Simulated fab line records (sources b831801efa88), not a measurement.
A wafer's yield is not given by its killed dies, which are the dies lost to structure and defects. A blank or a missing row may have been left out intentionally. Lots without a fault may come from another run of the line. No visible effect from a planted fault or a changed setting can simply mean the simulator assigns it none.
fab line records	flow sky130
[record] lots = 6	wafers = 18	lastDay = 51
route steps=708 shown LDD_HVN@270 LDD_HVP@278
lots that met no fault: taken from a fault-free run of the same line
startH: hours from the record's opening day to when the first of the lot's shown wafers began	waitH: hours from the lot's prior step to this one	" the same as in the row above	L1.1+2: a row that stands for several wafers	- value missing, or start not given	* or withheld: withheld	< > ~ a bound
route shown NAME@n: NAME is a module with steps in the file, n the number in the route of the first one	usual: mean/standard deviation taken from wafers without a fault	same: alike in all rows	chamber/n: place in a boat	sites: readings site by site	_std_site: standard deviation across them	_edge_site: inner sites' mean taken away from outer sites' mean	radiusMm: how far each site lies from the wafer's centre	mask NAME#n: copy n	behind: tool/chamber where the wafer was last shaped	hold: reason for holding the lot/hours on hold/outcome of the hold	device: which transistor (n, p or np) failed to switch	end of line: tests of these same wafers at the route's end	step lacking rows: just its recipe	killed: the dies lost at the first sort to structure and to defects; this is not the yield of the wafer	map: a wafer's dies, marking killed ones x, the rest . and places with no die _
set.NAME: the setting the step ran with; set.NAME@STEP: the setting that earlier step ran with	model.NAME: the simulator's own value behind a step, which no gauge read
lots at selected steps of the route; one table per step, one row per wafer
services: from which hour (startH, from the record's first day; less than 0 if before it) a tool's chamber was out of use, for how many hours, and why
[[steps]]
[step SKY_LDD_HVN_SOFTBAKE_03]
[recipe] tempC = 90	timeS = 60	resist = NOVOLAK
[step SKY_LDD_HVN_EXPOSE_04]
[recipe] maskId = HVNTM	na = 0.6	sourceShape = conventional	sigmaOuter = 0.6	polarization = unpolarized	targetCdNm = 700	doseMj = 127
[step SKY_LDD_HVN_PEB_05]
[recipe] tempC = withheld	timeS = *	resist = NOVOLAK
[step SKY_LDD_HVN_DEVELOP_06]
[recipe] resist = NOVOLAK	developer = TMAH	developTimeS = 60	devTempC = 23
[step SKY_LDD_HVN_OVL_MEAS_07]
[usual] LDD_HVN_OVL = -0.5/1.6
lot.wafer	tool	chamber	startH	waitH	LDD_HVN_OVL[nm]
L484.1	overlay-01	-	499.19	0.1	-1.4
L484.4	"	-	"	"	-0.6
L484.5	"	-	"	"	-1.9
L497.1	overlay-01	-	598.46	0.1	1.6
L497.2	"	-	"	"	0.8
L497.5	"	-	"	"	0.2
L498.1	overlay-02	-	613.01	0.1	-1.1
L498.4	"	-	"	"	-3.7
L498.6	"	-	"	"	-2.2
L499.2	overlay-02	-	616.45	0.1	-2.9
L499.3	"	-	"	"	-4.0
L499.6	"	-	"	"	-3.0
L502.1	overlay-02	-	636.89	0.1	0.4
L502.4	"	-	"	"	2.1
L502.5	"	-	"	"	-0.5
L505.1	overlay-01	-	660.26	0.1	0.6
L505.2	"	-	"	"	1.1
L505.3	"	-	"	"	0.5
[step SKY_LDD_HVN_IMPLANT_08]
[recipe] species = P	energyKev = 60	doseCm2 = 3e+13	tiltDeg = 40
[step SKY_LDD_HVN_STRIP_09]
[recipe] chemistry = O2/N2	powerW = 1400	pressureMtorr = 1500	platenTempC = withheld	o2FlowSccm = 3000	n2FlowSccm = 300	overashFraction = 0.5
[usual] drypumpMotorCurrentA = 5.68/0.27	oesProductAu = 0.408/0.0047	stripTimeToEndpointS = 4.137/0.016
lot.wafer	tool	chamber	startH	waitH	drypumpMotorCurrentA	oesProductAu	rfHoursCounterH	stripTimeToEndpointS
L484.1	plasmaAsher-03	0	499.38	0.1	5.33	0.398	69	4.151
L484.4	"	1	"	"	5.26	0.405	-	4.104
L484.5	"	0	"	"	5.31	0.403	-	4.142
L497.1	plasmaAsher-04	0	598.65	0.1	5.93	0.415	19	4.152
L497.2	"	1	"	"	5.85	0.402	19	4.142
L497.5	"	0	"	"	5.91	0.409	-	4.139
L498.1	plasmaAsher-03	1	613.20	0.1	5.27	0.408	79	4.157
L498.4	"	1	"	"	5.28	0.413	-	4.151
L498.6	"	1	"	"	5.27	0.411	-	4.155
L499.2	plasmaAsher-02	0	616.63	0.1	5.68	0.408	91	4.149
L499.3	"	1	"	"	5.92	0.411	-	4.155
L499.6	"	1	"	"	5.91	0.406	-	4.150
L502.1	plasmaAsher-03	1	637.08	0.1	5.25	0.405	81	4.139
L502.4	"	0	"	"	5.32	0.404	-	4.125
L502.5	"	0	"	"	5.33	0.417	-	4.124
L505.1	plasmaAsher-03	1	660.45	0.1	5.28	0.411	84	4.156
L505.2	"	0	"	"	5.32	0.401	84	4.140
L505.3	"	1	"	"	5.25	0.404	-	4.132
[step SKY_LDD_HVN_TW_MEAS_10]
[usual] LDD_HVN_TW = 1422/13
lot.wafer	tool	chamber	startH	waitH	LDD_HVN_TW
L484.1	filmMetro-04	-	499.48	0.1	1442
L484.4	"	-	"	"	1441
L484.5	"	-	"	"	1443
L497.1	filmMetro-04	-	598.75	0.1	1441
L497.2	"	-	"	"	1447
L497.5	"	-	"	"	1442
L498.1	filmMetro-03	-	613.30	0.1	1418
L498.4	"	-	"	"	1413
L498.6	"	-	"	"	1416
L499.2	filmMetro-04	-	616.74	0.1	1455
L499.3	"	-	"	"	1448
L499.6	"	-	"	"	1452
L502.1	filmMetro-02	-	637.18	0.1	1413
L502.4	"	-	"	"	1419
L502.5	"	-	"	"	1425
L505.1	filmMetro-03	-	660.55	0.1	1416
L505.2	"	-	"	"	1421
L505.3	"	-	"	"	1421
[step SKY_LDD_HVP_DEHYDRATE_00]
[recipe] tempC = 200	timeS = 60
[step SKY_LDD_HVP_HMDS_01]
[recipe] primeTimeS = 60	primeTempC = 120
[step SKY_LDD_HVP_COAT_02]
[recipe] resist = NOVOLAK	spinRpm = 3000	resistThkNm = 300
[step SKY_LDD_HVP_SOFTBAKE_03]
[recipe] tempC = 90	timeS = 60	resist = NOVOLAK
[step SKY_LDD_HVP_EXPOSE_04]
[recipe] maskId = HVPTM	na = 0.6	sourceShape = conventional	sigmaOuter = 0.6	polarization = unpolarized	targetCdNm = 700	doseMj = 86
[usual] exposureDoseMJCm2 = 86.00/0.071	focusOffsetNm = 0.0/0.56	sigmaOuter = 0.6/0	stageVelMmS = 500.03/0.26
lot.wafer	tool	chamber	startH	waitH	mask	exposureDoseMJCm2	focusOffsetNm	sigmaOuter	stageVelMmS
L484.1	ilineStepper-02	0	515.59	-	HVPTM#0	85.91	-1.1	0.6	500.23
L484.4	"	0	"	"	HVPTM#0	86.02	-0.7	0.6	500.02
L484.5	"	0	"	"	HVPTM#0	85.93	-0.4	0.6	500.23
L497.1	ilineStepper-01	0	614.46	-	HVPTM#0	86.07	-0.2	0.6	500.27
L497.2	"	0	"	"	HVPTM#0	85.94	0.3	0.6	499.86
L497.5	"	0	"	"	HVPTM#0	85.94	0.3	0.6	499.60
L498.1	ilineStepper-02	-	627.19	-	HVPTM#0	-	-	-	-
L498.4	"	-	"	"	HVPTM#0	-	-	-	-
L498.6	"	-	"	"	HVPTM#0	-	-	-	-
L499.2	ilineStepper-01	-	630.46	-	HVPTM#0	-	-	-	-
L499.3	"	-	"	"	HVPTM#0	-	-	-	-
L499.6	"	-	"	"	HVPTM#0	-	-	-	-
L502.1	ilineStepper-02	0	651.69	-	HVPTM#0	86.02	0.1	0.6	499.75
L502.4	"	0	"	"	HVPTM#0	86.14	-0.5	0.6	499.92
L502.5	"	0	"	"	HVPTM#0	85.91	-0.5	0.6	499.77
L505.1	ilineStepper-01	0	675.59	-	HVPTM#0	85.97	1.0	0.6	500.27
L505.2	"	0	"	"	HVPTM#0	85.95	0.4	0.6	500.18
L505.3	"	0	"	"	HVPTM#0	85.92	0.1	0.6	500.16
[step SKY_LDD_HVP_PEB_05]
[recipe] tempC = withheld	timeS = *	resist = NOVOLAK
[[services]]
tool	chamber	startH	hours	kind
plasmaAsher-03	-	529.88	22.8	pm
plasmaAsher-02	-	545.50	14.6	pm
ilineStepper-02	0	562.58	-	calibration
ilineStepper-02	-	569.24	1.7	pm
plasmaAsher-04	-	578.01	1.6	repair
ilineStepper-01	0	625.11	-	calibration
plasmaAsher-04	-	657.61	13.8	repair
ilineStepper-01	-	663.15	1.7	pm
[[key]]
[firstSign] step = SKY_LDD_HVP_EXPOSE_04	reading = toolRecord	direction = missing
effect none on later readings
metAt SKY_LDD_HVP_EXPOSE_04
struckWafers L498.1,L498.4,L498.6,L499.2,L499.3,L499.6
sortLeftOut L498.1,L498.4,L498.6,L499.2,L499.3,L499.6
testerLeftOut L498,L499
onsetBetween 614.46 627.19
[fault] kind = skippedStepWhole	tool = ilineStepper-01,ilineStepper-02	chamber = -	onsetH = 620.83	steps = SKY_LDD_HVP_EXPOSE_04	scope = struckLotsOnly
// testerLeftOut: of these lots the tester's yield and bins aren't shown, on N5 and GAA mostly nor the transistor test; their killed dies are dies lost to structure and defects alone, not to doping, threshold or leakage, so they don't give the yield
// sortLeftOut: the simulated sort isn't trusted on such a fault, so these wafers' sort isn't shown, and their yield isn't known
